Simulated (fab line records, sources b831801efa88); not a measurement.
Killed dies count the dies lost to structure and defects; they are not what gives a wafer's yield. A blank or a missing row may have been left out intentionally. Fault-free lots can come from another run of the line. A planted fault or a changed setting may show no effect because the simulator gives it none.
fab line records | flow sky130 | part 2 of 2: steps 27 to 37 of 37
[record] lots = 5 | wafers = 15 | last-day = 49
route steps=708 shown LDD_HVN@267 LDD_HVP@278 LDD_LDN@289
lots that met no fault: taken from a fault-free run of the same line
start-h: the number of hours between the record's first day and the start of the first shown wafer of the lot | wait-h: time in hours since the lot's previous step | " repeats the value in the row above | L1.1+2: a single row standing in for several wafers | - either no value or no given start | * or withheld: withheld | < > ~ a bound
route shown NAME@n: NAME is a module with steps in the file, n the number in the route of the first one | usual: the fault-free wafers' mean and standard deviation | same: alike in all rows | chamber/n: place in a boat | sites: readings site by site | _std_site: the standard deviation of these | _edge_site: the outer-site mean with the inner-site mean subtracted | radius-mm: for every site, how far away it sits from the centre of the wafer | mask NAME#n: copy n | behind: the tool/chamber that last shaped the wafer | hold: reason for holding the lot/hours on hold/outcome of the hold | device: names the non-switching transistor (n, p or np) | end of line: the route-end tests of the same wafers | a step given without rows: its recipe and nothing more | killed: not the wafer's yield, but the dies lost to structure and defects at the first sort | map: a wafer's dies, x killed, . not, _ none there
set.NAME: the setting that was run; set.NAME@STEP: the one run at that earlier step | model.NAME: the simulator's own value behind a step, which no gauge read
lots at selected steps of the route; one table per step, one row per wafer
services: when a tool's chamber went out of use (start-h, in hours from the record's first day, below 0 if earlier), for how many hours, and the reason
[[steps]]
[step SKY_LDD_LDN_EXPOSE_04]
[recipe] mask-id = LDNTM | na = 0.6 | source-shape = conventional | sigma-outer = 0.6 | polarization = unpolarized | target-cd-nm = 700 | dose-mj = 140
[usual] focus-offset-nm = 0.0/0.54
lot.wafer | tool             | chamber | start-h | wait-h | mask    | focus-offset-nm
L080.3    | iline-stepper-02 | 0       | -       | -      | LDNTM#0 | -0.7
L080.4    | "                | 0       | "       | "      | LDNTM#0 | -0.1
L080.5    | "                | 0       | "       | "      | LDNTM#0 | 0.4
L082.2    | iline-stepper-01 | 0       | -       | -      | LDNTM#0 | -0.9
L082.3    | "                | 0       | "       | "      | LDNTM#0 | 0.3
L082.6    | "                | 0       | "       | "      | LDNTM#0 | 0.1
L084.1    | iline-stepper-02 | 0       | -       | -      | LDNTM#0 | 0.0
L084.3    | "                | 0       | "       | "      | LDNTM#0 | -0.7
L084.6    | "                | 0       | "       | "      | LDNTM#0 | -0.5
L088.1    | iline-stepper-02 | 0       | -       | -      | LDNTM#0 | -0.2
L088.3    | "                | 0       | "       | "      | LDNTM#0 | 0.2
L088.6    | "                | 0       | "       | "      | LDNTM#0 | 0.3
L095.1    | iline-stepper-02 | 0       | -       | -      | LDNTM#0 | 0.9
L095.2    | "                | 0       | "       | "      | LDNTM#0 | 0.6
L095.4    | "                | 0       | "       | "      | LDNTM#0 | 0.7
[step SKY_LDD_LDN_PEB_05]
[recipe] temp-c = withheld | time-s = * | resist = NOVOLAK
[usual] resist-line-temp-C = *
lot.wafer | tool           | chamber | start-h | wait-h | resist-line-temp-C
L080.3    | litho-track-04 | 0       | -       | -      | *
L080.4    | "              | 0       | "       | "      | *
L080.5    | "              | 0       | "       | "      | *
L082.2    | litho-track-04 | 0       | -       | -      | *
L082.3    | "              | 0       | "       | "      | *
L082.6    | "              | 0       | "       | "      | *
L084.1    | litho-track-02 | 0       | -       | -      | *
L084.3    | "              | 0       | "       | "      | *
L084.6    | "              | 0       | "       | "      | *
L088.1    | litho-track-02 | 0       | -       | -      | *
L088.3    | "              | 0       | "       | "      | *
L088.6    | "              | 0       | "       | "      | *
L095.1    | litho-track-04 | 0       | -       | -      | *
L095.2    | "              | 0       | "       | "      | *
L095.4    | "              | 0       | "       | "      | *
[step SKY_LDD_LDN_DEVELOP_06]
[recipe] resist = NOVOLAK | developer = TMAH | develop-time-s = 60 | dev-temp-c = 23
[usual] resist-line-temp-C = 22.99/0.11
lot.wafer | tool           | chamber | start-h | wait-h | resist-line-temp-C
L080.3    | litho-track-04 | 0       | 578.49  | 0.1    | 22.73
L080.4    | "              | 0       | "       | "      | 23.02
L080.5    | "              | 0       | "       | "      | 23.01
L082.2    | litho-track-04 | 0       | 603.51  | 0.1    | 22.82
L082.3    | "              | 0       | "       | "      | 22.89
L082.6    | "              | 0       | "       | "      | 22.87
L084.1    | litho-track-02 | 0       | 615.46  | 0.1    | 22.87
L084.3    | "              | 0       | "       | "      | 23.01
L084.6    | "              | 0       | "       | "      | 22.82
L088.1    | litho-track-02 | 0       | 648.76  | 0.1    | 22.81
L088.3    | "              | 0       | "       | "      | 22.97
L088.6    | "              | 0       | "       | "      | 22.86
L095.1    | litho-track-04 | 0       | 696.94  | 0.1    | 22.86
L095.2    | "              | 0       | "       | "      | 23.00
L095.4    | "              | 0       | "       | "      | 22.91
[step SKY_LDD_LDN_OVL_MEAS_07]
[usual] LDD_LDN_OVL = 0.1/1.5
lot.wafer | tool       | chamber | start-h | wait-h | LDD_LDN_OVL[nm]
L080.3    | overlay-02 | -       | 578.60  | 0.1    | 0.7
L080.4    | "          | -       | "       | "      | -1.0
L080.5    | "          | -       | "       | "      | -0.1
L082.2    | overlay-02 | -       | 603.64  | 0.1    | -0.1
L082.3    | "          | -       | "       | "      | -0.3
L082.6    | "          | -       | "       | "      | -0.7
L084.1    | overlay-01 | -       | 615.61  | 0.1    | 0.1
L084.3    | "          | -       | "       | "      | 0.5
L084.6    | "          | -       | "       | "      | -0.4
L088.1    | overlay-02 | -       | 648.91  | 0.1    | 0.0
L088.3    | "          | -       | "       | "      | 0.0
L088.6    | "          | -       | "       | "      | 1.1
L095.1    | overlay-01 | -       | 697.09  | 0.1    | -3.6
L095.2    | "          | -       | "       | "      | -1.7
L095.4    | "          | -       | "       | "      | -2.3
[step SKY_LDD_LDN_IMPLANT_08]
[recipe] species = As | energy-kev = 15 | dose-cm2 = 1.25e+13 | tilt-deg = withheld | rotation-deg = 23
lot.wafer  | tool         | chamber | start-h | wait-h
L080.3+4+5 | implanter-03 | 0       | 578.67  | 0.1
L082.2+3+6 | implanter-02 | 0       | 603.70  | 0.0
L084.1+3+6 | implanter-02 | 0       | 616.14  | 0.5
L088.1+3+6 | implanter-02 | 0       | 648.95  | 0.0
L095.1+2+4 | implanter-02 | 0       | 697.12  | 0.0
[step SKY_LDD_LDN_IMPLANT_09]
[recipe] species = As | energy-kev = 15 | dose-cm2 = 1.25e+13 | tilt-deg = withheld | rotation-deg = 113
lot.wafer  | tool         | chamber | start-h | wait-h
L080.3+4+5 | implanter-03 | 0       | 578.82  | 0.1
L082.2+3+6 | implanter-02 | 0       | 603.85  | 0.1
L084.1+3+6 | implanter-02 | 0       | 616.29  | 0.1
L088.1+3+6 | implanter-02 | 0       | 649.10  | 0.1
L095.1+2+4 | implanter-02 | 0       | 697.27  | 0.1
[step SKY_LDD_LDN_IMPLANT_10]
[recipe] species = As | energy-kev = 15 | dose-cm2 = 1.25e+13 | tilt-deg = withheld | rotation-deg = 203
lot.wafer  | tool         | chamber | start-h | wait-h
L080.3+4+5 | implanter-03 | 0       | 578.97  | 0.1
L082.2+3+6 | implanter-02 | 0       | 604.00  | 0.1
L084.1+3+6 | implanter-02 | 0       | 616.44  | 0.1
L088.1+3+6 | implanter-02 | 0       | 649.25  | 0.1
L095.1+2+4 | implanter-02 | 0       | 697.42  | 0.1
[step SKY_LDD_LDN_IMPLANT_11]
[recipe] species = As | energy-kev = 15 | dose-cm2 = 1.25e+13 | tilt-deg = withheld | rotation-deg = 293
lot.wafer  | tool         | chamber | start-h | wait-h
L080.3+4+5 | implanter-03 | 0       | 579.12  | 0.1
L082.2+3+6 | implanter-02 | 0       | 604.15  | 0.1
L084.1+3+6 | implanter-02 | 0       | 616.59  | 0.1
L088.1+3+6 | implanter-02 | 0       | 649.40  | 0.1
L095.1+2+4 | implanter-02 | 0       | 697.57  | 0.1
[step SKY_LDD_LDN_STRIP_12]
[recipe] chemistry = O2/N2 | power-w = 1400 | pressure-mtorr = 1500 | platen-temp-c = withheld | o2-flow-sccm = 3000 | n2-flow-sccm = 300 | overash-fraction = 0.5
[usual] drypump-motor-current-A = 5.6/0.6 | o2-flow-sccm = 3000/8.6 | oes-product-au = 0.716/0.0044 | strip-time-to-endpoint-s = 14.18/0.044
lot.wafer | tool            | chamber | start-h | wait-h | drypump-motor-current-A | o2-flow-sccm | oes-product-au | rf-hours-counter-h | strip-time-to-endpoint-s
L080.3    | plasma-asher-01 | 1       | 579.26  | 0.1    | 5.8                     | 2993         | 0.719          | -                  | 14.20
L080.4    | "               | 0       | "       | "      | 5.2                     | 3005         | 0.719          | -                  | 14.15
L080.5    | "               | 1       | "       | "      | 5.8                     | 3008         | 0.715          | -                  | 14.26
L082.2    | plasma-asher-03 | 0       | 604.27  | 0.1    | 6.3                     | 3000         | 0.720          | 17                 | 14.14
L082.3    | "               | 1       | "       | "      | 4.9                     | 2999         | 0.713          | -                  | 14.17
L082.6    | "               | 1       | "       | "      | 4.9                     | 2987         | 0.724          | -                  | 14.19
L084.1    | plasma-asher-01 | 1       | 616.74  | 0.1    | 5.8                     | 2999         | 0.716          | 78                 | 14.21
L084.3    | "               | 1       | "       | "      | 5.8                     | 2994         | 0.716          | -                  | 14.22
L084.6    | "               | 0       | "       | "      | 5.2                     | 3009         | 0.717          | -                  | 14.21
L088.1    | plasma-asher-01 | 1       | 649.55  | 0.1    | 5.8                     | 3003         | 0.716          | 81                 | 14.19
L088.3    | "               | 0       | "       | "      | 5.2                     | 2984         | 0.720          | -                  | 14.16
L088.6    | "               | 0       | "       | "      | 5.2                     | 3003         | 0.714          | -                  | 14.13
L095.1    | plasma-asher-03 | 1       | 697.72  | 0.1    | 4.9                     | 3002         | 0.717          | 26                 | 14.16
L095.2    | "               | 0       | "       | "      | 6.3                     | 3005         | 0.709          | 26                 | 14.16
L095.4    | "               | 1       | "       | "      | 4.9                     | 3003         | 0.723          | -                  | 14.14
[step SKY_LDD_LDN_TW_MEAS_13]
[usual] LDD_LDN_TW = 1481/8.3
lot.wafer | tool          | chamber | start-h | wait-h | LDD_LDN_TW
L080.3    | film-metro-04 | -       | 579.34  | 0.1    | 1479
L080.4    | "             | -       | "       | "      | 1483
L080.5    | "             | -       | "       | "      | 1478
L082.2    | film-metro-03 | -       | 604.38  | 0.1    | 1478
L082.3    | "             | -       | "       | "      | 1478
L082.6    | "             | -       | "       | "      | 1484
L084.1    | film-metro-03 | -       | 616.84  | 0.1    | 1486
L084.3    | "             | -       | "       | "      | 1477
L084.6    | "             | -       | "       | "      | 1487
L088.1    | film-metro-03 | -       | 649.65  | 0.1    | 1478
L088.3    | "             | -       | "       | "      | 1477
L088.6    | "             | -       | "       | "      | 1486
L095.1    | film-metro-02 | -       | 697.82  | 0.1    | 1484
L095.2    | "             | -       | "       | "      | 1488
L095.4    | "             | -       | "       | "      | 1496
[step SKY_LDD_LDN_CLEAN_14]
[recipe] chemistry = SC1/SC2 | mix = 1:4:20 | temp-c = 70 | time-s = 150 | dry = n2-spin
lot.wafer  | tool         | chamber | start-h | wait-h
L080.3+4+5 | wet-bench-04 | 0       | 579.38  | 0.0
L082.2+3+6 | wet-bench-02 | 0       | 604.43  | 0.0
L084.1+3+6 | wet-bench-04 | 1       | 616.90  | 0.1
L088.1+3+6 | wet-bench-01 | 0       | 649.71  | 0.1
L095.1+2+4 | wet-bench-02 | 1       | 697.88  | 0.1
[[services]]
tool             | chamber | start-h | hours | kind
wet-bench-01     | -       | 479.02  | 0.6   | repair
plasma-asher-03  | -       | 489.02  | 14.6  | pm
iline-stepper-02 | -       | 495.01  | 1.7   | pm
iline-stepper-02 | 0       | 498.69  | -     | calibration
implanter-02     | -       | 503.53  | 3.3   | repair
plasma-asher-04  | -       | 509.19  | 14.6  | pm
iline-stepper-01 | -       | 516.00  | 1.7   | pm
implanter-01     | -       | 527.61  | 5.5   | repair
iline-stepper-01 | -       | 551.24  | 4.4   | pm
plasma-asher-04  | -       | 555.10  | 6.4   | repair
plasma-asher-04  | -       | 555.39  | 1.1   | repair
implanter-04     | -       | 556.06  | 1.2   | repair
implanter-04     | -       | 579.88  | 5.6   | repair
iline-stepper-02 | -       | 584.72  | 8.6   | repair
implanter-01     | -       | 586.32  | 25.1  | pm
implanter-03     | -       | 589.34  | 141.5 | pm
iline-stepper-02 | -       | 608.57  | 4.4   | pm
implanter-01     | -       | 611.43  | 31.3  | pm
iline-stepper-01 | 0       | 622.37  | -     | calibration
implanter-01     | -       | 634.48  | 1.8   | repair
plasma-asher-04  | -       | 643.86  | 1.8   | repair
implanter-04     | -       | 646.51  | 3.5   | pm
plasma-asher-01  | -       | 682.50  | 3.4   | repair
